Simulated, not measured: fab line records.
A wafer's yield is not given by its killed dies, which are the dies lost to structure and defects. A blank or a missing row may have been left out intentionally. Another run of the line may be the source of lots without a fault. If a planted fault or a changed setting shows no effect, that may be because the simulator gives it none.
Split-lot experiment    flow sky130    23 wafers read from 5 lots, route of 708 steps

## ON THE SPLIT
At SKY_SD_P_DEVELOP_06 (develop time 60 s), the setting developTimeS was moved away from the recipe's 60 s on 7 of the 23 wafers read, by -15.0% to +13.5%. All remaining wafers had this setting at the recipe value.

Between the split and the reading, the file records no step.

## THE READING
Shown in nm: cdNm at SKY_SD_P_CD_MEAS_07, with target cd 380 nm. Typical for fault-free wafers on this fab line: 380.7 nm, with standard deviation 1.8 nm.

wafer   tool, chamber at the split  developTimeS as run, s  against the recipe  cdNm, nm  against lot-mates on the recipe
L079.1  lithoTrack-02, 0            60                      recipe              385.2     -
L079.2  lithoTrack-02, 0            68.09                   +13.5%              394.1     +11.5
L079.3  lithoTrack-02, 0            68.09                   +13.5%              396.1     +13.5
L079.4  lithoTrack-02, 0            60                      recipe              380.8     -
L079.6  lithoTrack-02, 0            60                      recipe              381.8     -
L080.1  lithoTrack-01, 0            60                      recipe              384.5     -
L080.2  lithoTrack-01, 0            60                      recipe              381.6     -
L080.4  lithoTrack-01, 0            60                      recipe              381.1     -
L080.5  lithoTrack-01, 0            60                      recipe              381.1     -
L080.6  lithoTrack-01, 0            60                      recipe              382.1     -
L081.1  lithoTrack-02, 0            60                      recipe              379.0     -
L081.2  lithoTrack-02, 0            60                      recipe              380.9     -
L081.3  lithoTrack-02, 0            60                      recipe              380.5     -
L084.2  lithoTrack-01, 0            51.01                   -15.0%              366.7     -14.6
L084.3  lithoTrack-01, 0            60                      recipe              380.1     -
L084.4  lithoTrack-01, 0            60                      recipe              381.7     -
L084.5  lithoTrack-01, 0            60                      recipe              382.1     -
L084.6  lithoTrack-01, 0            51.01                   -15.0%              368.6     -12.7
L085.1  lithoTrack-02, 0            63.23                   +5.4%               384.0     +4.1
L085.2  lithoTrack-02, 0            63.23                   +5.4%               385.3     +5.4
L085.3  lithoTrack-02, 0            63.23                   +5.4%               381.6     +1.7
L085.5  lithoTrack-02, 0            60                      recipe              380.2     -
L085.6  lithoTrack-02, 0            60                      recipe              379.6     -

FIT RESULTS
A straight line over all 23 wafers: cdNm changes by +0.912 nm for each +1% of developTimeS; r = +0.95; the points scatter about the line by 1.9 nm.
The same after taking each lot's own level away (the mean of its wafers on the recipe; 23 wafers): +0.898 nm for each +1%; r = +0.97; scatter 1.3 nm.
According to that fit, moving developTimeS by its largest amount changes the reading by 13 nm.
The lots' own levels span 379.90 to 382.60 nm, that is 1.5 times the standard deviation above.
Hence the lot-to-lot level has little effect on the slope; both slopes agree.
Check: with one of the wafers moved furthest among these (-15.0%) left out of the fit, the line predicts -13.1 nm for it against its lot-mates. It came out at -14.6 nm against them.

## OTHER SPLITS ON THESE WAFERS
Before the reading, these wafers also passed through other splits. Each is held against what the fit with the lots' levels taken away leaves over:
other split on the same wafers  wafers away from the commonest value  r with cdNm (lot level and that fit taken away)
SKY_LDD_LDN_IMPLANT_09 doseCm2  7                                     +0.28

## THE FILE'S OWN FIT
cdNm changes by +0.903 nm for each +1% of developTimeS, r = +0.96.
